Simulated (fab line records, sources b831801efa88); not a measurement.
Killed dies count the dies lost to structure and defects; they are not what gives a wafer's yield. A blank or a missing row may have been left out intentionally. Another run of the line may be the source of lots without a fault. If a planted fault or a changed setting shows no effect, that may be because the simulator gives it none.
2 desks looking at one fault -- flow sky130 -- each desk has only its own numbers; what lay behind them comes last

== THE TOOL OWNER'S DESK: pvd-sputter-02 ==
At SKY_METAL2_SPUTTER_01 (material TiN, target thk 20 nm, time 16.7 s) the tool's own readings: per lot run on this tool, the mean of the sampled wafers that have a number. Any lot whose mean is over 4 standard deviations away from the usual mean is out of limits and marked OUT; that distance is given in the brackets.
Columns: A = cathode-dc-power-W at SKY_METAL2_SPUTTER_01, usual 6500.1 W; B = throttle-valve-pct at SKY_METAL2_SPUTTER_01, usual 29.8 %
lot,first seen here,A,B
L419,day 38 00:10,6499.2,29.7
L423,day 39 01:31,6932.8 (+99 or more) OUT,29.3
L425,day 39 15:46,6932.8 (+99 or more) OUT,29.4
Finding of this desk: L423, L425 out of limits; the first was L423 at day 39 01:31, on cathode-dc-power-W at SKY_METAL2_SPUTTER_01. L419 stayed within limits.

== THE METROLOGY DESK ==
What the gauges read for every lot (on any tool): the sampled wafers with a number, averaged. Any lot whose mean is over 4 standard deviations away from the usual mean is out of limits and marked OUT; that distance is given in the brackets.
Columns: A = VIA1_W_RS at SKY_VIA1_RS_MEAS_22, usual 0.426 ohm/sq; B = VIA1_W_THK at SKY_VIA1_THK_MEAS_23, usual 266 nm
lot,first seen here,A,B
L412,day 36 02:57,0.424,267
L419,day 37 23:17,0.423,263
L423,day 39 01:02,0.424,269
L424,day 39 08:54,0.428,266
L425,day 39 15:18,0.429,265
L426,day 39 15:59,0.429,261
Finding of this desk: none of the 6 lots has anything out of limits.

== TAKEN TOGETHER ==
At day 39 01:31, on L423, L425, the tool owner's desk was in a position to raise an alarm.
Nothing out of limits was seen by the metrology desk.
The metrology desk holds a record of L423, L425, inside its limits.
Of the lots named, all ran SKY_METAL2_SPUTTER_01 on pvd-sputter-02.

== WHAT HAD BEEN PUT IN BY THE SIMULATOR ==
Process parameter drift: pvd-sputter-02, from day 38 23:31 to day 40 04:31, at SKY_METAL2_SPUTTER_01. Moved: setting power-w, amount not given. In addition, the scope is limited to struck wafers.
Lots struck among those shown: L423, L425.
Hours from the fault's start to each desk's first reading out of limits: the tool owner's desk, 2.
